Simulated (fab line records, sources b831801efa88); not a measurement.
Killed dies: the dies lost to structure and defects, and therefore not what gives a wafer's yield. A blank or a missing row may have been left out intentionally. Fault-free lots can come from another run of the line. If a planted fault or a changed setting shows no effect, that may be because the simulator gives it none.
Code-filled problem report in 8D (eight disciplines) form | flow sfqLine | the parts of the form that need people (team, actions taken, sign-off) are left out

## 1. WHAT IS WRONG
Wafers without a fault read 182.2 W, standard deviation 0.68; rfFwdPowerW at SFQ_TRILAYER_I4_DEP_PECVD_099 reads a mean of 211.2 W on 3 wafers belonging to 2 lots. That puts it +43 standard deviations away from the usual mean.
The step: deposits SiO2 from SiH4/N2O, time 111.11 s, target thk 500 nm.
The first sign was on wafer L647.1 at day 47 10:17, on pecvd-04. The record holds 42 wafers of 14 lots with a number at this step. The rule behind "out" and "out of limits": a value lying over 4 standard deviations away from the usual mean. Any other wafer with a number is counted as sound.

## 2. WHAT IT IS; WHAT IT IS NOT
question                    | is                     | is not
which readings at this step | rfFwdPowerW            | heaterPowerW, throttleValvePct
which lots                  | L647, L648             | L635, L637, L638, L639, L640, L641, L643, L652, L655, L656, L657, L658
which wafers of those lots  | L647.1, L647.3, L648.5 | L647.6, L648.1, L648.6
read on which tools         | pecvd-04               | pecvd-01, pecvd-03
when                        | from day 47 10:17      | up to then (22 sound wafers); but 17 sound wafers of L648, L652, L655, L656, L657, L658 came after

## 3. WHAT RULES OUT EACH SUSPECT
Counting: a tool at a process step up to the reading stays a suspect if it ran every lot that is out. Sound lots after the first of them don't rule it out here, since some wafers of a struck lot are sound.
- pecvd-04 at SFQ_TRILAYER_I4_DEP_PECVD_099 (deposits SiO2 from SiH4/N2O, time 111.11 s, target thk 500 nm): kept. It ran every lot that is out, first L647 (day 47 10:17); its last sound lot up to then is L640 (day 43 06:43). Its own readings are out on those wafers: rfFwdPowerW.
- Within pecvd-04 at SFQ_TRILAYER_I4_DEP_PECVD_099, the wafers that are out were processed in chamber 0 and their sound lot-mates in chamber 1.
The count leaves pecvd-04 at SFQ_TRILAYER_I4_DEP_PECVD_099.

## 4. THE CAUSE (what the simulator had put in)
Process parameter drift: pecvd-04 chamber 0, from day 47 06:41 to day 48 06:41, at SFQ_TRILAYER_I4_DEP_PECVD_099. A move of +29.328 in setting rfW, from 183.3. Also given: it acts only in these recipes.
The count eliminated every tool but this one.

## 5. SEQUENCE OF EFFECTS, ordered by route
Each row: a reading whose mean over the struck wafers that have a number lies more than 3 standard deviations from the usual. Only readings whose record carries a usual standard deviation are examined. hours: median over the lots of the time between each lot's start at the first step of this table that gives one and its start at this step. sigmas: the change, counted in usual standard deviations.
hours | step                          | reading        | usual   | on struck wafers | change | sigmas
0     | SFQ_TRILAYER_I4_DEP_PECVD_099 | rfFwdPowerW    | 182.2 W | 211.2            | +29.0  | +43
0     | SFQ_TRILAYER_I4_DEP_PECVD_099 | showerheadVppV | 817 V   | 894              | +77    | +3.1
It contains these process steps:
- SFQ_TRILAYER_I4_DEP_PECVD_099: deposits SiO2 from SiH4/N2O, time 111.11 s, target thk 500 nm.

## 6. HOW IT WOULD HAVE BEEN CAUGHT EARLIER
In this record the first reading out of limits was taken at day 47 10:17, 4 hours after the fault began at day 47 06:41.
